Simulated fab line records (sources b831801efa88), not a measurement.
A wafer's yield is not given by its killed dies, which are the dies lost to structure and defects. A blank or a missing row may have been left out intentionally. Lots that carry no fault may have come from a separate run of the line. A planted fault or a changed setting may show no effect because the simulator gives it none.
A lot that was struck, set against a sound lot ; flow sky130 ; 15 out of 708 route steps
Sound: the wafers L437.1, L437.3, L437.6. Struck: wafer L441.5 (L441.2, L441.4, from the same lot, were not struck and are left out); the cause is given at the end.
At each step with rows: each side's tool, then ch and its chambers, then its first start. Under that, the readings that differ: sound wafers ; struck wafers ; difference of the means ; sigmas: that difference in standard deviations of wafers without a fault.
alike: same words and numbers on both sides, and readings whose means sit less than 2 such deviations apart. not compared: any withheld reading, any reading some wafer has no value for, any bound like >300 that may hide the same value, and any number with overlapping values for which the record gives no deviation.
A row with sigmas, a row that says differs or no value, or rows on one side alone: a step with any of these is where the two part. Numbers that have no deviation but don't overlap get no sigmas and don't part them. Lack of a reading on every wafer of one side parts them only where that side has two or more wafers.

first, 8 steps without rows for these wafers: SKY_FIELD_ISO_DEHYDRATE_05 (time 60 s); SKY_FIELD_ISO_HMDS_06 (prime time 60 s); SKY_FIELD_ISO_COAT_07 (resist thk 60 nm); SKY_FIELD_ISO_COAT_08 (resist thk 450 nm); SKY_FIELD_ISO_SOFTBAKE_09 (time 90 s); SKY_FIELD_ISO_EXPOSE_10 (exposes mask FOM, target cd 150 nm); SKY_FIELD_ISO_PEB_11; SKY_FIELD_ISO_DEVELOP_12 (develop time 60 s).
SKY_FIELD_ISO_CD_MEAS_13: the cd target is 150 nm.
  sound on cd sem-01, day 2 06:56; struck on cd sem-02, day 3 01:56
  alike: cd nm
SKY_FIELD_ISO_ETCH_14: etches BARC in N2/H2, stops on SiO2, time 45.9 s, target depth 60 nm.
  sound on rie diel-02 ch 0,1,3, day 2 07:04; struck on rie diel-01 ch 2, day 3 02:02
  alike: drypump motor current A, n2 flow sccm, oes product au, run length s, throttle valve pct
  not compared: rf hours counter h
SKY_FIELD_ISO_ETCH_15: etches the open film in CHF3/O2, stops on Si, target depth 180 nm, time 72 s.
  sound on rie diel-02 ch 0,1,3, day 2 07:06; struck on rie diel-01 ch 2, day 3 02:05
  alike: drypump motor current A, oes product au, run length s, throttle valve pct
  not compared: rf hours counter h
SKY_FIELD_ISO_STRIP_16: strips in O2/N2.
  sound on plasma asher-01 ch 1, day 2 07:10; struck on plasma asher-04 ch 0, day 3 02:08
  alike: drypump motor current A, n2 flow sccm, oes product au, strip time to endpoint s
  not compared: rf hours counter h
SKY_FIELD_ISO_ETCH_17: etches Si in HBr/Cl2/O2, target depth 342 nm, time 97.7 s.
  sound on rie si-02 ch 1,2,3, day 2 07:16; struck on rie si-02 ch 1, day 3 02:14
reading;sound;struck;difference;sigmas
run length s (s);125.8 125.9 125.8;133.5;+7.7;+18
model.FIELD_ISO.feature depth nm (nm);344.2 343.6 332.6;369.8;+29.7;
model.etch.depth nm (nm);344.2 343.6 332.6;369.8;+29.7;
  alike: drypump motor current A, oes product au, throttle valve pct
  not compared: rf hours counter h
then, 1 step without rows for these wafers: SKY_FIELD_ISO_WET_ETCH_18 (etches Si3N4 in H3PO4, target depth 25 nm, time 286 s).
-- here the record skips 44 days between the struck wafers' starts before and after, leaving off in module FIELD_ISO and picking up in module PAD_OPEN (first step shown: number 708 of the route) --
SKY_PAD_OPEN_PROBE_99:
  sound on prober-02, day 45 11:57; struck on prober-02, day 46 14:34
reading;sound;struck;difference;sigmas
killed_at_M0_to_M3;41 27 42;53;+16;+2
killed at other;0 0 0;2;+2;+3
killed dies;71 75 82;99;+23;+2
killed open;39 46 43;61;+18;+3
model.etest.res_p_drift_20v.line ohm um;1.138e+04 1.128e+04 1.068e+04;1.62e+04;+5.09e+03;
model.etest.res_p_drift_20v.rs ohm sq;9515 9403 9005;1.338e+04;+4.072e+03;
model.etest.pfet_16v.r on ohm um;1.526e+04 1.509e+04 1.481e+04;1.643e+04;+1.377e+03;
model.etest.res iso pwell.rs ohm sq;3220 3162 2958;3799;+686;
model.etest.res iso pwell.line ohm um;1222 1198 1118;1439;+260;
model.etest.res nwell.line ohm um;1124 1129 1087;1259;+146;
model.etest.res nwell.rs ohm sq;952.7 945.9 924.4;1073;+132;
model.etest.pfet_16v.drive ua um;243.5 248.3 247.8;232.4;-14.1;
  alike: killed_at_M4_up, killed at contacts, killed at front end, killed short

WHERE THEY PART
Last at SKY_PAD_OPEN_PROBE_99 as far as this record goes, first at SKY_FIELD_ISO_ETCH_17.

WHY: the cause the simulator had injected
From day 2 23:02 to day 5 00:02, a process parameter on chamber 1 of rie si-02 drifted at SKY_FIELD_ISO_ETCH_17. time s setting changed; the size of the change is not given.
